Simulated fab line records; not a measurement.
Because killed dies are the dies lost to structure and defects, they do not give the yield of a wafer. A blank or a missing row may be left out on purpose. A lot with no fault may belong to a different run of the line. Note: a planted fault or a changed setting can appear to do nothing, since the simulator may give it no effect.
fab line records + flow sky130
record
- lots=6
- wafers=16
- lastDay=48
route steps=708 shown FIELD_ISO@3
lots that met no fault: taken from a fault-free run of the same line
startH: start of the lot's first displayed wafer, in hours after the record's first day + waitH: time in hours since the lot's previous step + " unchanged from the row above + L1.1+2: several wafers, shown together as one row + - no value present, or no start provided + * or withheld: withheld + < > ~ a bound
route shown NAME@n: names a module that has steps shown in the file, with the first one's number in the route + usual: mean/standard deviation of fault-free wafers + same: alike in all rows + chamber/n: place in a boat + sites: readings site by site + _std_site: standard deviation across them + _edge_site: the outer-site mean with the inner-site mean subtracted + radiusMm: how far each site lies from the wafer's centre + mask NAME#n: copy n + behind: the most recent tool/chamber to have shaped the wafer + hold: cause of the lot's hold/its duration in hours/its outcome + device: whichever transistor did not switch (one of n, p or np) + end of line: tests of these same wafers at the route's end + a step given without rows: its recipe and nothing more + killed: dies lost to structure and defects at the first sort, not the wafer's yield + map: shows each die of a wafer: x if killed, . if not, _ if none is there
set.NAME: the setting as run; set.NAME@STEP: as run at that earlier step + model.NAME: the simulator's own value behind a step, which no gauge read
lots seen at some steps along the route; tables by step, rows by wafer
services: the hour from which a tool's chamber was out of use, counted from the record's first day as startH (under 0 if before that day), plus the number of hours and why
## steps
# step SKY_FIELD_ISO_THK_MEAS_02
# recipe
- reads=SiO2_of_FIELD_ISO_OXIDATION_01
# usual
- FIELD_ISO_OXIDATION_00_THK=11.98/0.22
| lot.wafer | tool         | chamber | startH | waitH | FIELD_ISO_OXIDATION_00_THK[nm] |
|-----------|--------------|---------|--------|-------|--------------------------------|
| L199.1    | filmMetro-02 | -       | 36.35  | 0.0   | 12.01                          |
| L199.5    | "            | -       | "      | "     | 12.09                          |
| L199.6    | "            | -       | "      | "     | 12.23                          |
| L200.1    | filmMetro-02 | -       | 43.23  | 0.0   | 12.20                          |
| L200.2    | "            | -       | "      | "     | 12.26                          |
| L200.6    | "            | -       | "      | "     | 12.52                          |
| L205.2    | filmMetro-03 | -       | 61.64  | 0.0   | 12.11                          |
| L205.3    | "            | -       | "      | "     | 12.17                          |
| L205.5    | "            | -       | "      | "     | 12.16                          |
| L208.1    | filmMetro-04 | -       | 76.63  | 0.0   | 12.01                          |
| L208.4    | "            | -       | "      | "     | 11.86                          |
| L208.6    | "            | -       | "      | "     | 12.12                          |
| L216.4    | filmMetro-04 | -       | 117.03 | 0.0   | 11.94                          |
| L216.5    | "            | -       | "      | "     | 11.90                          |
| L218.4    | filmMetro-04 | -       | 127.08 | 0.0   | 11.82                          |
| L218.5    | "            | -       | "      | "     | 11.77                          |
# step SKY_FIELD_ISO_CVD_03
# recipe
- material=Si3N4
- precursor=DCS/NH3
- targetThkNm=165
- tempC=770
- timeS=2830
- pressureMtorr=250
# step SKY_FIELD_ISO_THK_MEAS_04
# recipe
- reads=Si3N4_of_FIELD_ISO_CVD_03
# usual
- FIELD_ISO_CVD_03_THK=164.7/1.5
| lot.wafer | tool         | chamber | startH | waitH | FIELD_ISO_CVD_03_THK[nm] |
|-----------|--------------|---------|--------|-------|--------------------------|
| L199.1    | filmMetro-03 | -       | 38.20  | 0.0   | 166.2                    |
| L199.5    | "            | -       | "      | "     | 166.3                    |
| L199.6    | "            | -       | "      | "     | 168.2                    |
| L200.1    | filmMetro-03 | -       | 47.77  | 0.0   | 165.2                    |
| L200.2    | "            | -       | "      | "     | 163.8                    |
| L200.6    | "            | -       | "      | "     | 164.5                    |
| L205.2    | filmMetro-04 | -       | 67.03  | 0.0   | 162.7                    |
| L205.3    | "            | -       | "      | "     | 164.0                    |
| L205.5    | "            | -       | "      | "     | 164.8                    |
| L208.1    | filmMetro-04 | -       | 83.80  | 0.0   | 162.5                    |
| L208.4    | "            | -       | "      | "     | 162.8                    |
| L208.6    | "            | -       | "      | "     | 163.8                    |
| L216.4    | filmMetro-04 | -       | 118.88 | 0.0   | 163.9                    |
| L216.5    | "            | -       | "      | "     | 165.0                    |
| L218.4    | filmMetro-03 | -       | 130.00 | 0.0   | 164.1                    |
| L218.5    | "            | -       | "      | "     | 164.1                    |
# step SKY_FIELD_ISO_DEHYDRATE_05
# recipe
- tempC=200
- timeS=60
# step SKY_FIELD_ISO_HMDS_06
# recipe
- primeTimeS=60
- primeTempC=120
# step SKY_FIELD_ISO_COAT_07
# recipe
- resist=BARC
- tempC=withheld
- timeS=withheld
- spinRpm=3000
- resistThkNm=60
# step SKY_FIELD_ISO_COAT_08
# recipe
- resist=KrF-thick
- spinRpm=3000
- resistThkNm=450
# step SKY_FIELD_ISO_SOFTBAKE_09
# recipe
- tempC=100
- timeS=90
- resist=KrF-thick
# step SKY_FIELD_ISO_EXPOSE_10
# recipe
- maskId=FOM
- na=0.68
- sourceShape=annular
- sigmaInner=0.4
- sigmaOuter=0.8
- targetCdNm=150
- doseMj=28
# step SKY_FIELD_ISO_PEB_11
# recipe
- pebTempC=withheld
- pebTimeS=withheld
- resist=KrF-thick
# step SKY_FIELD_ISO_DEVELOP_12
# recipe
- developTimeS=60
- resist=KrF-thick
- devTempC=21
# step SKY_FIELD_ISO_CD_MEAS_13
# recipe
- targetCdNm=150
# usual
- cdNm=149.7/1.6
| lot.wafer | tool     | chamber | startH | waitH | cdNm  |
|-----------|----------|---------|--------|-------|-------|
| L199.1    | cdSem-02 | -       | 52.63  | -     | 150.8 |
| L199.5    | "        | -       | "      | "     | 152.2 |
| L199.6    | "        | -       | "      | "     | 151.1 |
| L200.1    | cdSem-02 | -       | 63.18  | -     | 148.6 |
| L200.2    | "        | -       | "      | "     | 148.2 |
| L200.6    | "        | -       | "      | "     | 148.4 |
| L205.2    | cdSem-01 | -       | 83.07  | -     | 151.2 |
| L205.3    | "        | -       | "      | "     | 152.3 |
| L205.5    | "        | -       | "      | "     | 153.2 |
| L208.1    | cdSem-01 | -       | 100.77 | -     | 150.3 |
| L208.4    | "        | -       | "      | "     | 150.1 |
| L208.6    | "        | -       | "      | "     | 151.7 |
| L216.4    | cdSem-01 | -       | 137.76 | -     | 148.5 |
| L216.5    | "        | -       | "      | "     | 148.5 |
| L218.4    | cdSem-01 | -       | 149.56 | -     | 149.1 |
| L218.5    | "        | -       | "      | "     | 150.5 |
# step SKY_FIELD_ISO_ETCH_14
# recipe
- chemistry=N2/H2
- target=BARC
- ionEnergyEv=200
- sourceW=500
- biasW=100
- pressureMtorr=30
- n2FlowSccm=100
- h2FlowSccm=200
- stopOn=SiO2
- timeS=45.9
- targetDepthA=600
# usual
- drypumpMotorCurrentA=5.5/0.34
- oesProductAu=0.855/0.0047
- runLengthS=74.2/0.36
- throttleValvePct=13.226/0.0086
| lot.wafer | tool       | chamber | startH | waitH | drypumpMotorCurrentA | oesProductAu | rfHoursCounterH | runLengthS | throttleValvePct | model.etch.depthNm | model.KrF-thick_of_FIELD_ISO_COAT_08.thkNm | model.FIELD_ISO.cdNm |
|-----------|------------|---------|--------|-------|----------------------|--------------|-----------------|------------|------------------|--------------------|--------------------------------------------|----------------------|
| L199.1    | rieDiel-03 | 2       | 52.75  | 0.1   | 5.3                  | 0.867        | 72              | 74.1       | 13.213           | 60.05              | 395.2                                      | 150.8                |
| L199.5    | "          | 0       | "      | "     | 5.9                  | 0.854        | -               | 74.2       | 13.220           | 59.99              | 395.3                                      | 152.5                |
| L199.6    | "          | 1       | "      | "     | 5.7                  | 0.864        | -               | 74.6       | 13.226           | 60.16              | 395.4                                      | 151.4                |
| L200.1    | rieDiel-02 | 2       | 63.30  | 0.1   | 5.0                  | 0.853        | 1               | 74.0       | 13.226           | 60.06              | 396.5                                      | 148.9                |
| L200.2    | "          | 3       | "      | "     | 6.0                  | 0.859        | 119             | 73.8       | 13.239           | 60.24              | 396                                        | 148.2                |
| L200.6    | "          | 3       | "      | "     | 6.1                  | 0.853        | -               | 73.8       | 13.221           | 60.05              | 394.1                                      | 148.3                |
| L205.2    | rieDiel-02 | 0       | 83.17  | 0.1   | 5.2                  | 0.845        | 36              | 74.8       | 13.226           | 60.02              | 394.2                                      | 150.5                |
| L205.3    | "          | 2       | "      | "     | 5.0                  | 0.858        | 1               | 73.9       | 13.223           | 59.83              | 394.3                                      | 151.8                |
| L205.5    | "          | 2       | "      | "     | 5.0                  | 0.855        | -               | 74.4       | 13.241           | 59.99              | 395.4                                      | 152.5                |
| L208.1    | rieDiel-03 | 2       | 100.89 | 0.1   | 5.3                  | 0.854        | 74              | 74.0       | 13.228           | 60.22              | 393.5                                      | 150.4                |
| L208.4    | "          | 3       | "      | "     | 5.7                  | 0.849        | 1               | 74.4       | 13.223           | 59.8               | 391.2                                      | 151                  |
| L208.6    | "          | 1       | "      | "     | 5.7                  | 0.854        | -               | 74.8       | 13.219           | 59.85              | 393.3                                      | 152.1                |
| L216.4    | rieDiel-03 | 2       | 137.82 | 0.0   | 5.3                  | 0.989        | 74              | 40.3       | 13.236           | 20.12              | 425.4                                      | 154.9                |
| L216.5    | "          | 1       | "      | "     | 5.7                  | 0.985        | -               | 41.4       | 13.232           | 20.19              | 424.9                                      | 155.1                |
| L218.4    | rieDiel-03 | 3       | 149.62 | 0.0   | 5.6                  | 0.997        | 2               | 40.4       | 13.236           | 20.54              | 427.7                                      | 155.9                |
| L218.5    | "          | 1       | "      | "     | 5.7                  | 1.009        | -               | 40.9       | 13.247           | 20.44              | 427.9                                      | 157.4                |
# step SKY_FIELD_ISO_ETCH_15
# recipe
- chemistry=CHF3/O2
- targetDepthNm=180
- stopOn=Si
- sourceW=600
- biasW=200
- pressureMtorr=40
- chf3FlowSccm=50
- O2_flow_sccm=5
- timeS=72
# usual
- drypumpMotorCurrentA=5.5/0.34
- oesProductAu=0.944/0.007
- runLengthS=100.3/0.37
- throttleValvePct=8.843/0.0092
| lot.wafer | tool       | chamber | startH | waitH | drypumpMotorCurrentA | oesProductAu | rfHoursCounterH | runLengthS | throttleValvePct | model.KrF-thick_of_FIELD_ISO_COAT_08.thkNm |
|-----------|------------|---------|--------|-------|----------------------|--------------|-----------------|------------|------------------|--------------------------------------------|
| L199.1    | rieDiel-03 | 2       | 52.79  | 0.0   | 5.2                  | 0.949        | 72              | 100.2      | 8.820            | 239.2                                      |
| L199.5    | "          | 0       | "      | "     | 5.9                  | 0.949        | -               | 100.3      | 8.836            | 240.4                                      |
| L199.6    | "          | 1       | "      | "     | 5.7                  | 0.959        | -               | 100.8      | 8.855            | 240.3                                      |
| L200.1    | rieDiel-02 | 2       | 63.34  | 0.0   | 5.0                  | 0.950        | 1               | 99.8       | 8.857            | 242.7                                      |
| L200.2    | "          | 3       | "      | "     | 6.1                  | 0.942        | 119             | 99.9       | 8.844            | 242.2                                      |
| L200.6    | "          | 3       | "      | "     | 6.1                  | 0.945        | -               | 99.7       | 8.841            | 237.2                                      |
| L205.2    | rieDiel-02 | 0       | 83.21  | 0.0   | 5.2                  | 0.934        | 36              | 100.0      | 8.851            | 237.3                                      |
| L205.3    | "          | 2       | "      | "     | 5.0                  | 0.941        | 1               | 100.3      | 8.828            | 240.8                                      |
| L205.5    | "          | 2       | "      | "     | 5.0                  | 0.940        | -               | 100.3      | 8.838            | 240.9                                      |
| L208.1    | rieDiel-03 | 2       | 100.93 | 0.0   | 5.3                  | 0.935        | 74              | 100.4      | 8.854            | 235.7                                      |
| L208.4    | "          | 3       | "      | "     | 5.6                  | 0.938        | 1               | 100.3      | 8.826            | 234                                        |
| L208.6    | "          | 1       | "      | "     | 5.7                  | 0.945        | -               | 100.9      | 8.848            | 236                                        |
| L216.4    | rieDiel-03 | 2       | 137.87 | 0.0   | 5.3                  | 0.367        | 74              | 100.1      | 8.676            | 268.4                                      |
| L216.5    | "          | 1       | "      | "     | 5.6                  | 0.376        | -               | 100.5      | 8.682            | 267.9                                      |
| L218.4    | rieDiel-03 | 3       | 149.67 | 0.0   | 5.6                  | 0.376        | 2               | 100.3      | 8.677            | 271.6                                      |
| L218.5    | "          | 1       | "      | "     | 5.7                  | 0.373        | -               | 101.3      | 8.679            | 271.9                                      |
# step SKY_FIELD_ISO_STRIP_16
# recipe
- chemistry=O2/N2
- powerW=1400
- pressureMtorr=1500
- platenTempC=withheld
- o2FlowSccm=3000
- n2FlowSccm=300
- overashFraction=0.5
# usual
- drypumpMotorCurrentA=5.8/0.32
- oesProductAu=0.379/0.0044
- stripTimeToEndpointS=3.566/0.028
| lot.wafer | tool           | chamber | startH | waitH | drypumpMotorCurrentA | oesProductAu | rfHoursCounterH | stripTimeToEndpointS |
|-----------|----------------|---------|--------|-------|----------------------|--------------|-----------------|----------------------|
| L199.1    | plasmaAsher-03 | 0       | 52.85  | 0.0   | 6.0                  | 0.381        | 24              | 3.570                |
| L199.5    | "              | 0       | "      | "     | 6.0                  | 0.378        | -               | 3.587                |
| L199.6    | "              | 1       | "      | "     | 5.7                  | 0.385        | -               | 3.596                |
| L200.1    | plasmaAsher-02 | 0       | 63.40  | 0.0   | 6.4                  | 0.375        | 39              | 3.621                |
| L200.2    | "              | 1       | "      | "     | 5.2                  | 0.365        | 39              | 3.620                |
| L200.6    | "              | 0       | "      | "     | 6.3                  | 0.377        | -               | 3.554                |
| L205.2    | plasmaAsher-03 | 1       | 83.27  | 0.0   | 5.7                  | 0.377        | 27              | 3.551                |
| L205.3    | "              | 0       | "      | "     | 6.0                  | 0.380        | -               | 3.606                |
| L205.5    | "              | 0       | "      | "     | 6.0                  | 0.382        | -               | 3.599                |
| L208.1    | plasmaAsher-03 | 0       | 100.99 | 0.0   | 6.0                  | 0.375        | 29              | 3.558                |
| L208.4    | "              | 1       | "      | "     | 5.7                  | 0.384        | -               | 3.505                |
| L208.6    | "              | 0       | "      | "     | 6.0                  | 0.384        | -               | 3.543                |
| L216.4    | plasmaAsher-02 | 1       | 137.96 | 0.1   | 5.2                  | 0.390        | -               | 3.892                |
| L216.5    | "              | 1       | "      | "     | 5.2                  | 0.389        | -               | 3.883                |
| L218.4    | plasmaAsher-03 | 1       | 149.76 | 0.1   | 5.7                  | 0.391        | -               | 3.908                |
| L218.5    | "              | 1       | "      | "     | 5.7                  | 0.393        | -               | 3.917                |
# step SKY_FIELD_ISO_ETCH_17
# recipe
- targetDepthA=3420
- maskMaterial=Si3N4
- chemistry=HBr/Cl2/O2
- target=Si
- taperDeg=5
- icpW=600
- biasW=150
- pressureMtorr=15
- HBr_flow_sccm=150
- Cl2_flow_sccm=40
- O2_flow_sccm=6
- timeS=97.7
# usual
- drypumpMotorCurrentA=5.5/0.43
- oesProductAu=1.000/0.0077
- runLengthS=126.0/0.48
- throttleValvePct=25.656/0.01
| lot.wafer | tool     | chamber | startH | waitH | drypumpMotorCurrentA | oesProductAu | rfHoursCounterH | runLengthS | throttleValvePct | model.FIELD_ISO.cdNm |
|-----------|----------|---------|--------|-------|----------------------|--------------|-----------------|------------|------------------|----------------------|
| L199.1    | rieSi-01 | 2       | 52.95  | 0.1   | 4.8                  | 0.999        | 24              | 125.7      | 25.659           | 151.1                |
| L199.5    | "        | 2       | "      | "     | 4.8                  | 1.005        | -               | 125.8      | 25.659           | 152.1                |
| L199.6    | "        | 1       | "      | "     | 6.0                  | 1.000        | -               | 125.7      | 25.663           | 150.9                |
| L200.1    | rieSi-02 | 3       | 63.50  | 0.1   | 5.5                  | 1.002        | 116             | 126.3      | 25.644           | 149.3                |
| L200.2    | "        | 1       | "      | "     | 6.0                  | 1.000        | 0               | 125.9      | 25.664           | 149.1                |
| L200.6    | "        | 0       | "      | "     | 5.4                  | 0.998        | -               | 125.7      | 25.669           | 148.6                |
| L205.2    | rieSi-02 | 2       | 83.37  | 0.1   | 6.0                  | 0.991        | 0               | 126.5      | 25.673           | 151.3                |
| L205.3    | "        | 1       | "      | "     | 6.0                  | 1.002        | 1               | 126.0      | 25.661           | 151.7                |
| L205.5    | "        | 3       | "      | "     | 5.5                  | 0.998        | -               | 125.8      | 25.654           | 152.7                |
| L208.1    | rieSi-02 | 3       | 101.09 | 0.1   | 5.5                  | 1.009        | 116             | 126.2      | 25.645           | 151.3                |
| L208.4    | "        | 0       | "      | "     | 5.5                  | 1.009        | 2               | 125.6      | 25.660           | 149.7                |
| L208.6    | "        | 0       | "      | "     | 5.4                  | 1.004        | -               | 125.6      | 25.644           | 153.2                |
| L216.4    | rieSi-02 | 0       | 138.02 | 0.0   | 5.4                  | 0.985        | 2               | 125.5      | 25.655           | 155.3                |
| L216.5    | "        | 0       | "      | "     | 5.5                  | 1.005        | -               | 126.1      | 25.668           | 154.7                |
| L218.4    | rieSi-02 | 3       | 149.82 | 0.0   | 5.5                  | 1.005        | 116             | 125.6      | 25.664           | 154.7                |
| L218.5    | "        | 0       | "      | "     | 5.5                  | 1.009        | -               | 125.8      | 25.641           | 156.9                |
# step SKY_FIELD_ISO_WET_ETCH_18
# recipe
- chemistry=H3PO4
- targetDepthNm=25
- tempC=160
- target=Si3N4
- timeS=286
## services
| tool           | chamber | startH | hours | kind          |
|----------------|---------|--------|-------|---------------|
| plasmaAsher-02 | -       | 51.75  | 1.6   | repair        |
| rieSi-02       | 2       | 53.35  | -     | clean         |
| rieSi-02       | 2       | 53.35  | 14.6  | scheduledDown |
| rieSi-02       | 2       | 53.35  | 14.6  | ventCycle     |
| rieDiel-03     | 1       | 55.53  | 4.9   | repair        |
| rieDiel-02     | 1       | 67.91  | 16.8  | repair        |
| plasmaAsher-02 | -       | 96.87  | 0.4   | repair        |
| rieDiel-02     | 3       | 101.02 | 1.4   | repair        |
| plasmaAsher-03 | -       | 122.14 | 1.4   | repair        |
| rieDiel-02     | -       | 146.08 | 0.6   | repair        |
## key
firstSign
- step=SKY_FIELD_ISO_ETCH_14
- reading=runLengthS
- direction=down
- sigmas=93
- usual=*
- struck=*
effect
- step=SKY_FIELD_ISO_ETCH_14
- reading=oesProductAu
- direction=up
- sigmas=30
- usual=0.855
- struck=0.995
effect
- step=SKY_FIELD_ISO_ETCH_15
- reading=oesProductAu
- direction=down
- sigmas=82
- usual=0.944
- struck=0.373
effect
- step=SKY_FIELD_ISO_STRIP_16
- reading=stripTimeToEndpointS
- direction=up
- sigmas=12
- usual=*
- struck=*
modelEffect
- step=SKY_FIELD_ISO_ETCH_14
- value=etch.depthNm
- without=59.98
- struck=20.32
modelEffect
- step=SKY_FIELD_ISO_ETCH_15
- value=KrF-thick_of_FIELD_ISO_COAT_08.thkNm
- without=238.2
- struck=269.9
modelEffect
- step=SKY_FIELD_ISO_ETCH_17
- value=FIELD_ISO.cdNm
- without=149.1
- struck=155.4
metAt SKY_FIELD_ISO_ETCH_14
struckWafers L216.4,L216.5,L218.4,L218.5
laterRowsLeftOut L216.4,L216.5,L218.4,L218.5
sortLeftOut L216.4,L216.5,L218.4,L218.5
testerLeftOut L216,L218
onsetBetween 100.89 137.82
fault
- kind=processParameterDrift
- tool=rieDiel-03
- chamber=-
- onsetH=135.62
- steps=SKY_FIELD_ISO_ETCH_14
- channel=timeS
- offset=*
- shape=step
- endH=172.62
- scope=struckWafersOnly
- actsIn=*
- stated=*
# testerLeftOut: of these lots the tester's yield and bins aren't shown, on N5 and GAA mostly nor the transistor test; their killed dies are dies lost to structure and defects alone, not to doping, threshold or leakage, so they don't give the yield
# sortLeftOut: the simulated sort isn't trusted on such a fault, so these wafers' sort isn't shown, and their yield isn't known
# laterRowsLeftOut: the simulator's readings of these wafers behind a module that went badly wrong aren't trusted and aren't shown, but for the sort
